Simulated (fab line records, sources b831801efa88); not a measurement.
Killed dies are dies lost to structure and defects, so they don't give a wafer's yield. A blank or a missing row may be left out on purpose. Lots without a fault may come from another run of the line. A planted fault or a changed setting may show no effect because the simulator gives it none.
One fault seen from 2 desks | flow sky130 | each desk has only its own numbers; what lay behind them comes last

THE METROLOGY DESK
What the gauges read, lot by lot, whatever tool the lot ran on: means of the sampled wafers that have a number. A lot is out of limits, marked OUT, if its mean lies more than 4 standard deviations from the usual mean; the brackets give that distance.
Columns: A = CONTACT_W_RS at SKY_CONTACT_RS_MEAS_25, usual 0.341 ohm/sq; B = CONTACT_W_THK at SKY_CONTACT_THK_MEAS_26, usual 331 nm
lot  | first seen here | A               | B
L363 | day 31 17:12    | 0.341           | 332
L366 | day 33 21:01    | 0.341           | 334
L371 | day 34 12:15    | 0.344           | 326
L372 | day 34 17:42    | 0.341           | 329
L373 | day 35 02:37    | 0.342           | 329
L374 | day 35 08:33    | 0.377 (+11) OUT | 306 (-6.8) OUT
L375 | day 35 11:59    | 0.336           | 336
L376 | day 36 00:05    | 0.373 (+10) OUT | 309 (-6.0) OUT
L377 | day 36 10:23    | 0.378 (+12) OUT | 304 (-7.4) OUT
L378 | day 37 01:32    | 0.343           | 328
L382 | day 38 00:16    | 0.342           | 328
L381 | day 38 01:10    | 0.347           | 325
L385 | day 38 19:38    | 0.345           | 330
This desk's finding: out of limits on L374, L376, L377; first on L374, day 35 08:33 (CONTACT_W_RS at SKY_CONTACT_RS_MEAS_25). In limits: L363, L366, L371, L372, L373, L375, L378, L382, L381, L385.

THE TOOL OWNER'S DESK: cvd_w-01
The tool's own readings at SKY_CONTACT_CVD_24 (deposits W, target thk 340 nm, time 102.12 s): means of the sampled wafers that have a number, for each lot that ran on this tool. A lot is out of limits, marked OUT, if its mean lies more than 4 standard deviations from the usual mean; the brackets give that distance.
Columns: A = heater_power_w at SKY_CONTACT_CVD_24, usual 851 W; B = susceptor_temp_C at SKY_CONTACT_CVD_24, usual 399.99 C
lot  | first seen here | A   | B
L363 | day 31 17:05    | 896 | 400.23
L366 | day 33 20:53    | 818 | 399.89
L371 | day 34 12:07    | 826 | 399.85
L372 | day 34 17:35    | 899 | 399.88
L374 | day 35 08:26    | 830 | 400.12
L376 | day 35 23:58    | 819 | 399.99
L377 | day 36 10:16    | 813 | 399.88
This desk's finding: nothing out of limits on any of the 7 lots.

PUT TOGETHER
The metrology desk could have raised an alarm at day 35 08:33, on L374, L376, L377.
The tool owner's desk saw nothing out of limits.
The tool owner's desk has L374, L376, L377 on record, within its limits.
Of the lots named, all ran SKY_CONTACT_CVD_24 on cvd_w-01.

WHAT THE SIMULATOR HAD PUT IN
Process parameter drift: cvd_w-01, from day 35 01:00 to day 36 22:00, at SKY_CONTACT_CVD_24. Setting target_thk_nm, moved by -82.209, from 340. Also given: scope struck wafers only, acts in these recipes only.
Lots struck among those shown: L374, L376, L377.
Hours from the fault's start to each desk's first reading out of limits: the metrology desk, 8.
